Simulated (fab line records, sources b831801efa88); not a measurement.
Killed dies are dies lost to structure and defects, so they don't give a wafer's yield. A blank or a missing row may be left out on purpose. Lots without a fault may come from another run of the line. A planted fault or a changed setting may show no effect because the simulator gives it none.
A struck lot beside a sound one | flow sky130 | 26 steps out of a route of 708
Sound: wafers L321.4, L321.5, L321.6. Struck: wafers L337.3, L337.5, L337.6. The cause comes at the end.
At each step with rows: each side's tool, then ch and its chambers, then its first start. Under that, the readings that differ: sound wafers | struck wafers | difference of the means | sigmas: that difference in standard deviations of wafers without a fault.
alike: readings whose means differ by less than 2 such deviations, and words and numbers that are the same on both sides. not compared: withheld readings, readings that some wafer has no value for, bounds like >300 that may hide the same value, and numbers for which the record gives no deviation and whose values overlap.
The two part at a step that has a row with sigmas, a row that says differs or no value, or rows on one side only. Numbers that don't overlap but have no deviation are shown without sigmas and don't part them. A reading that every wafer of one side lacks parts them only if that side has two wafers or more.

first, 3 steps without rows for these wafers: SKY_CAP2M_EXPOSE_09 (exposes mask CAP2M, target cd 1000 nm); SKY_CAP2M_PEB_10; SKY_CAP2M_DEVELOP_11 (develop time 60 s).
SKY_CAP2M_OVL_MEAS_12:
  sound on overlay-02, day 42 14:02; struck on overlay-01, day 46 13:31
  reading        | sound        | struck         | difference | sigmas
  CAP2M_OVL (nm) | 0.6 -1.3 1.5 | -2.6 -1.6 -3.8 | -2.9       | -2
SKY_CAP2M_METAL_ETCH_13: etches TiN in Cl2/BCl3, stops on SiO2, target depth 220 nm, time 62.9 s.
  sound on rie_metal-01 ch 0,1, day 42 14:05; struck on rie_metal-02 ch 0,1, day 46 13:34
  alike: drypump_motor_current_A, oes_product_au, throttle_valve_pct
  not compared: rf_hours_counter_h
SKY_CAP2M_STRIP_14: strips in O2/N2.
  sound on plasma_asher-04 ch 0,1, day 42 14:10; struck on plasma_asher-04 ch 0,1, day 46 13:39
  alike: drypump_motor_current_A, oes_product_au, strip_time_to_endpoint_s
  not compared: rf_hours_counter_h
then, 6 steps without rows for these wafers: SKY_CAP2M_STRIP_15 (strips in post etch residue remover, time 1200 s); SKY_CAP2M_CLEAN_16 (cleans in IPA, time 180 s); SKY_CAP2M_CLEAN_17 (cleans in O3/DIW); SKY_METAL4_DEHYDRATE_05 (time 60 s); SKY_METAL4_HMDS_06 (prime time 60 s); SKY_METAL4_COAT_07 (resist thk 60 nm).
SKY_METAL4_COAT_08: resist thk 1140 nm.
  sound on litho_track-04 ch 0, day 43 03:00; struck on litho_track-04 ch 0, day 47 01:00
  reading                                       | sound          | struck         | difference | sigmas
  model.KrF-thick_of_METAL4_COAT_08.thk_nm (nm) | 1153 1152 1150 | 1058 1062 1059 | -92        |
then, 4 steps without rows for these wafers: SKY_METAL4_SOFTBAKE_09 (time 90 s); SKY_METAL4_EXPOSE_10 (exposes mask MM4, target cd 300 nm); SKY_METAL4_PEB_11; SKY_METAL4_DEVELOP_12 (develop time 60 s).
SKY_METAL4_CD_MEAS_13: target cd 300 nm.
  sound on cd_sem-02, day 43 14:42; struck on cd_sem-01, day 47 11:17
  alike: cd_nm
SKY_METAL4_OVL_MEAS_14:
  sound on overlay-01, day 43 14:47; struck on overlay-02, day 47 11:22
  alike: METAL4_OVL
SKY_METAL4_DESCUM_15: chemistry O2, time 8 s.
  sound on rie_metal-02 ch 0,1, day 43 14:49; struck on rie_metal-01 ch 0,1, day 47 11:24
  reading                 | sound             | struck            | difference | sigmas
  model.METAL4.cd_nm (nm) | 301.5 302.6 300.6 | 299.1 297.8 297.9 | -3.3       |
  alike: drypump_motor_current_A, oes_product_au
  not compared: rf_hours_counter_h
SKY_METAL4_ETCH_16: etches BARC in N2/H2, stops on SiO2, time 88.2 s, target depth 60 nm.
  sound on rie_metal-02 ch 0,1, day 43 14:52; struck on rie_metal-01 ch 0,1, day 47 11:28
  alike: drypump_motor_current_A, oes_product_au, throttle_valve_pct
  not compared: rf_hours_counter_h
SKY_METAL4_ETCH_17: etches SiO2 in C4F8/O2/Ar, stops on TiN, time 3.9 s, target depth 15 nm.
  sound on rie_diel-04 ch 2,3, day 43 14:56; struck on rie_diel-02 ch 2,3, day 47 11:31
  alike: oes_product_au
  not compared: rf_hours_counter_h
SKY_METAL4_METAL_ETCH_18: etches the open film in Cl2/BCl3, stops on SiO2, target depth 845 nm, time 183.1 s.
  sound on rie_metal-01 ch 0,1, day 43 15:01; struck on rie_metal-02 ch 0,1, day 47 11:36
  reading                                       | sound             | struck          | difference | sigmas
  model.KrF-thick_of_METAL4_COAT_08.thk_nm (nm) | 525.9 525.8 550.8 | 448 445.2 450.3 | -86        |
  alike: drypump_motor_current_A, oes_product_au, throttle_valve_pct
  not compared: rf_hours_counter_h
SKY_METAL4_STRIP_19: strips in O2/N2.
  sound on plasma_asher-04 ch 0,1, day 43 15:10; struck on plasma_asher-03 ch 0,1, day 47 11:45
  reading                      | sound             | struck            | difference | sigmas
  oes_product_au (a.u.)        | 0.504 0.507 0.512 | 0.472 0.458 0.472 | -0.040     | -7
  strip_time_to_endpoint_s (s) | 6.51 6.53 6.76    | 5.75 5.71 5.77    | -0.86      | -9
  alike: drypump_motor_current_A
  not compared: rf_hours_counter_h
then, 1 step without rows for these wafers: SKY_METAL4_STRIP_20 (strips in post etch residue remover, time 1200 s).
-- the record jumps here: 3 days lie between the struck wafers' starts before and after (it left off in module METAL4 and takes up again in module PAD_OPEN, whose first step shown is number 708 of the route) --
SKY_PAD_OPEN_PROBE_99:
  the record has rows for the struck wafers here (prober-02, day 50 18:17) and none for the sound ones

WHERE THEY PART
First at SKY_CAP2M_OVL_MEAS_12; last, within this record, at SKY_PAD_OPEN_PROBE_99.

WHY: what the simulator had put in
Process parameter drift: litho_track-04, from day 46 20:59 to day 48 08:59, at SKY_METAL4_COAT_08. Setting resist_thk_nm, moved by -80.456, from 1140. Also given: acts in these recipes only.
